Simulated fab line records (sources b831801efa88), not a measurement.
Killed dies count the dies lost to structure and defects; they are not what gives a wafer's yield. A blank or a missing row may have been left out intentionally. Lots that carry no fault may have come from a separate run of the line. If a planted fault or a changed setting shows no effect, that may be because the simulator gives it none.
A lot that was struck, set against a sound lot	flow sky130	15 steps out of a route of 708
Sound: these wafers, L769.4, L769.5, L769.6. Struck: wafers L774.1, L774.3, L774.4. The cause comes at the end.
At each step with rows: each side's tool, then ch and its chambers, then its first start. Under that, the readings that differ: sound wafers	struck wafers	difference of the means	sigmas: that difference in standard deviations of wafers without a fault.
alike: readings whose means differ by less than 2 such deviations, and words and numbers that are the same on both sides. not compared: withheld readings, readings that some wafer has no value for, bounds like >300 that may hide the same value, and numbers for which the record gives no deviation and whose values overlap.
A row with sigmas, a row that says differs or no value, or rows on one side alone: a step with any of these is where the two part. Numbers that don't overlap but have no deviation are shown without sigmas and don't part them. A reading that every wafer of one side lacks parts them only if that side has two wafers or more.

first, 7 steps without rows for these wafers: SKY_METAL3_HMDS_06 (prime time 60 s); SKY_METAL3_COAT_07 (resist thk 60 nm); SKY_METAL3_COAT_08 (resist thk 1140 nm); SKY_METAL3_SOFTBAKE_09 (time 90 s); SKY_METAL3_EXPOSE_10 (exposes mask MM3, target cd 300 nm); SKY_METAL3_PEB_11; SKY_METAL3_DEVELOP_12 (develop time 60 s).
SKY_METAL3_CD_MEAS_13: the cd target is 300 nm.
  struck on cdSem-01, day 41 17:56; sound on cdSem-01, day 40 09:12
  alike: cdNm
SKY_METAL3_OVL_MEAS_14:
  struck on overlay-02, day 41 18:04; sound on overlay-02, day 40 09:17
  alike: METAL3_OVL
SKY_METAL3_DESCUM_15: chemistry O2, time 8 s.
  sound on rieMetal-04 ch 0,1, day 40 09:19; struck on rieMetal-01 ch 0,1, day 41 18:06
  alike: drypumpMotorCurrentA, oesProductAu
  not compared: rfHoursCounterH
SKY_METAL3_ETCH_16: etches BARC in N2/H2, stops on SiO2, time 88.2 s, target depth 60 nm.
  sound on rieMetal-04 ch 0,1, day 40 09:22; struck on rieMetal-01 ch 0,1, day 41 18:08
reading	sound	struck	difference	sigmas
throttleValvePct (%)	13.196 13.213 13.225	13.189 13.183 13.206	-0.019	-2
  alike: biasW, chamberPressureMTorr, drypumpMotorCurrentA, oesProductAu
  not compared: rfHoursCounterH
SKY_METAL3_ETCH_17: etches SiO2 in C4F8/O2/Ar, stops on TiN, time 3.9 s, target depth 15 nm.
  sound on rieDiel-04 ch 0,1,2, day 40 09:26; struck on rieDiel-01 ch 0,1,3, day 41 18:14
  alike: biasW, chamberPressureMTorr, oesProductAu
SKY_METAL3_METAL_ETCH_18: etches the open film in Cl2/BCl3, stops on SiO2, target depth 845 nm, time 183.1 s.
  sound on rieMetal-03 ch 0,1, day 40 09:30; struck on rieMetal-03 ch 0,1, day 41 18:15
  no value came back on the struck wafers for any of 5 readings (bcl3FlowSccm (sccm), biasW (W) and others); on the sound wafers bcl3FlowSccm (sccm) reads 29.91 29.88 29.94
reading	sound	struck	difference	sigmas
model.KrF-thick_of_METAL3_COAT_08.thkNm (nm)	517 520.6 517.3	1078 1081 1080	+561	
model.SiO2_of_VIA2_HDPCVD_00.thkNm (nm)	465.7 465 465	490.7 489.9 490.5	+25.1	
  not compared: rfHoursCounterH, model.METAL3.cdNm
SKY_METAL3_STRIP_19: strips in O2/N2.
  sound on plasmaAsher-03 ch 0,1, day 40 09:40; struck on plasmaAsher-03 ch 0,1, day 41 18:25
reading	sound	struck	difference	sigmas
oesProductAu (a.u.)	0.503 0.502 0.503	0.706 0.713 0.717	+0.209	+37
stripTimeToEndpointS (s)	6.42 6.48 6.43	11.88 11.88 11.89	+5.44	+85
  alike: drypumpMotorCurrentA
  not compared: rfHoursCounterH
then, 1 step without rows for these wafers: SKY_METAL3_STRIP_20 (strips in post etch residue remover, time 1200 s).

WHERE THEY PART
Earliest at SKY_METAL3_ETCH_16; latest, in this record, at SKY_METAL3_STRIP_19.

WHY: whatever the simulator had introduced
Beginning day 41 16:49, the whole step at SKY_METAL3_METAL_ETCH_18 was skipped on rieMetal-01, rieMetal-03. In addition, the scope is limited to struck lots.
